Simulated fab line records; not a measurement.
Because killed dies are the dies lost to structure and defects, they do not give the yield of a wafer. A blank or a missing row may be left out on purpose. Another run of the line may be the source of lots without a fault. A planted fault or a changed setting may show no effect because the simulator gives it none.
The tool behind it: which one?    flow sky130    36 wafers from 12 lots sampled at 5 of the route's 708 steps

== WHAT THE GAUGES SHOWED, per wafer ==
SKY_VT_ADJUST_PCH_TW_MEAS_10.
lot   measured      on            VT_ADJUST_PCH_TW
L109  day 11 04:31  filmMetro-02  141.0 141.2 141.4
L108  day 11 06:49  filmMetro-03  143.4 143.9 143.1
L110  day 11 11:05  filmMetro-02  141.4 140.8 141.0
L113  day 12 05:20  filmMetro-03  130.5 131.5 130.7
L112  day 12 06:13  filmMetro-03  131.3 130.5 130.9
L114  day 12 17:03  filmMetro-03  144.5 144.2 144.5
L118  day 13 20:54  filmMetro-02  140.9 141.2 141.5
L121  day 14 15:54  filmMetro-02  141.2 141.8 141.4
L123  day 15 17:04  filmMetro-03  144.5 145.0 144.5
L124  day 15 22:53  filmMetro-04  142.5 142.7 141.7
L125  day 15 23:57  filmMetro-02  142.9 141.6 141.6
L129  day 17 12:54  filmMetro-03  144.0 144.0 143.9

SKY_SONOS_TUNNEL_CD_MEAS_07 targets a cd of 410 nm.
lot   measured      on        cdNm (nm)
L109  day 12 04:05  cdSem-02  409.6 411.5 409.0
L108  day 12 07:10  cdSem-01  406.7 408.5 407.8
L110  day 12 11:17  cdSem-01  410.4 412.0 410.6
L113  day 13 06:25  cdSem-01  410.0 409.8 410.8
L112  day 13 06:43  cdSem-02  410.7 409.9 410.7
L114  day 13 17:43  cdSem-01  409.4 409.0 408.5
L118  day 14 19:37  cdSem-01  411.3 411.4 413.2
L121  day 15 19:41  cdSem-01  407.1 408.9 408.6
L123  day 16 19:52  cdSem-01  409.5 410.4 410.4
L124  day 17 03:01  cdSem-01  408.8 409.9 407.9
L125  day 17 03:58  cdSem-02  414.6 412.6 413.1
L129  day 18 16:58  cdSem-01  408.6 407.8 407.7

SKY_SONOS_ONO_THK_MEAS_01.
lot   measured      on            SONOS_ONO_OXIDATION_THK (nm)
L109  day 12 07:19  filmMetro-04  2.62 2.59 2.60
L108  day 12 09:59  filmMetro-04  2.55 2.48 2.46
L110  day 12 14:11  filmMetro-01  2.54 2.54 2.43
L113  day 13 16:23  filmMetro-02  2.49 2.50 2.47
L112  day 13 16:23  filmMetro-01  2.49 2.60 2.53
L114  day 14 00:56  filmMetro-02  2.66 2.61 2.64
L118  day 14 21:44  filmMetro-04  2.61 2.63 2.63
L121  day 15 23:45  filmMetro-04  2.65 2.70 2.71
L123  day 16 22:56  filmMetro-01  2.70 2.64 2.63
L124  day 17 07:52  filmMetro-04  2.61 2.56 2.70
L125  day 17 07:52  filmMetro-02  2.57 2.54 2.49
L129  day 18 19:48  filmMetro-01  2.51 2.57 2.58

== WHAT TOOL EACH LOT RAN ON (gives the tool, then ch and the chambers of the sampled wafers, and finally the start) ==
lot   SKY_VT_ADJUST_LVTN_STRIP_09          SKY_VT_ADJUST_PCH_IMPLANT_08
L109  plasmaAsher-03 ch 0,1, day 7 12:11   implanter-02 ch 0, day 11 04:19
L108  plasmaAsher-03 ch 0,1, day 7 16:00   implanter-03 ch 0, day 11 06:34
L110  plasmaAsher-03 ch 0,1, day 7 17:41   implanter-02 ch 0, day 11 10:53
L113  plasmaAsher-02 ch 0,1, day 8 10:49   implanter-02 ch 0, day 12 05:05
L112  plasmaAsher-03 ch 0,1, day 8 12:37   implanter-02 ch 0, day 12 05:58
L114  plasmaAsher-03 ch 0,1, day 8 21:00   implanter-01 ch 0, day 12 16:48
L118  plasmaAsher-02 ch 0,1, day 9 22:48   implanter-01 ch 0, day 13 20:39
L121  plasmaAsher-01 ch 1, day 10 16:25    implanter-03 ch 0, day 14 15:40
L123  plasmaAsher-02 ch 0,1, day 11 12:52  implanter-01 ch 0, day 15 16:49
L124  plasmaAsher-02 ch 0,1, day 11 18:00  implanter-01 ch 0, day 15 22:38
L125  plasmaAsher-02 ch 0,1, day 11 19:57  implanter-03 ch 0, day 15 23:42
L129  plasmaAsher-02 ch 0,1, day 13 04:30  implanter-02 ch 0, day 17 12:39
- SKY_VT_ADJUST_LVTN_STRIP_09: strips in O2/N2.
- SKY_VT_ADJUST_PCH_IMPLANT_08

== AS READ BY THE TOOLS THEMSELVES (means over the sampled wafers that have a number; for cases with no such wafer, the mark the record gives instead) ==
SKY_VT_ADJUST_LVTN_STRIP_09.
lot   tool            drypumpMotorCurrentA (A)  n2FlowSccm (sccm)  oesProductAu (a.u.)  stripTimeToEndpointS (s)
L109  plasmaAsher-03  5.50                      299.5              0.717                36.79
L108  plasmaAsher-03  5.59                      300.3              0.724                36.76
L110  plasmaAsher-03  5.58                      299.1              0.721                37.03
L113  plasmaAsher-02  5.75                      299.9              0.721                37.07
L112  plasmaAsher-03  5.57                      300.0              0.721                37.14
L114  plasmaAsher-03  5.56                      299.2              0.724                36.88
L118  plasmaAsher-02  5.67                      299.3              0.720                36.90
L121  plasmaAsher-01  6.27                      299.8              0.722                37.03
L123  plasmaAsher-02  5.68                      300.8              0.726                36.80
L124  plasmaAsher-02  5.67                      299.2              0.719                37.19
L125  plasmaAsher-02  5.72                      300.6              0.724                36.98
L129  plasmaAsher-02  5.68                      299.9              0.726                37.07

SKY_VT_ADJUST_PCH_IMPLANT_08.
lot   tool          doseIonsCm2  faradayCurrentUA
L109  implanter-02  5e+11        2.84
L108  implanter-03  5e+11        2.79
L110  implanter-02  5e+11        2.81
L113  implanter-02  3e+11        1.92
L112  implanter-02  3e+11        1.97
L114  implanter-01  5e+11        2.84
L118  implanter-01  5e+11        2.87
L121  implanter-03  5e+11        2.80
L123  implanter-01  5e+11        2.84
L124  implanter-01  5e+11        2.85
L125  implanter-03  5e+11        2.80
L129  implanter-02  5e+11        2.80

== THE ANSWER, worked out from the rows above alone ==
Rule: the usual values come from the lots themselves. Put in order of their means at a reading, lots are off if they are a third of the lots or fewer, leave a main group of 4 or more, and stand apart from it by a gap of 3 or more times the standard deviation of the main group's means; of several such gaps the widest counts. A main group whose means are all the same, to the digits that the tables above print for the reading, isn't used. Also off: a lot with no number at a reading for which 4 or more lots have one. Where the step has rows for the other lots, those lots are counted as sound. Order of review: gauges by route order, followed by the tools' own readings, for which a lot's mean as printed above is used. The first step at which some lot is off is used, and at that step the reading that is off furthest; a lot without a number counts as furthest.
Off: L113, L112, at SKY_VT_ADJUST_PCH_TW_MEAS_10 (VT_ADJUST_PCH_TW). For the main group the mean is 142.6 and the standard deviation 1.3.
A tool fits if, at a process step before that reading, it ran every lot that is off, and no sound lot after the first of them. Not tried: the gauges at SKY_VT_ADJUST_PCH_TW_MEAS_10; whatever is off there is also off at SKY_VT_ADJUST_PCH_IMPLANT_08, on other tools, and gauge error can't account for it. No candidate that was tried fits.

== WHAT THE SIMULATOR HAD PUT IN ==
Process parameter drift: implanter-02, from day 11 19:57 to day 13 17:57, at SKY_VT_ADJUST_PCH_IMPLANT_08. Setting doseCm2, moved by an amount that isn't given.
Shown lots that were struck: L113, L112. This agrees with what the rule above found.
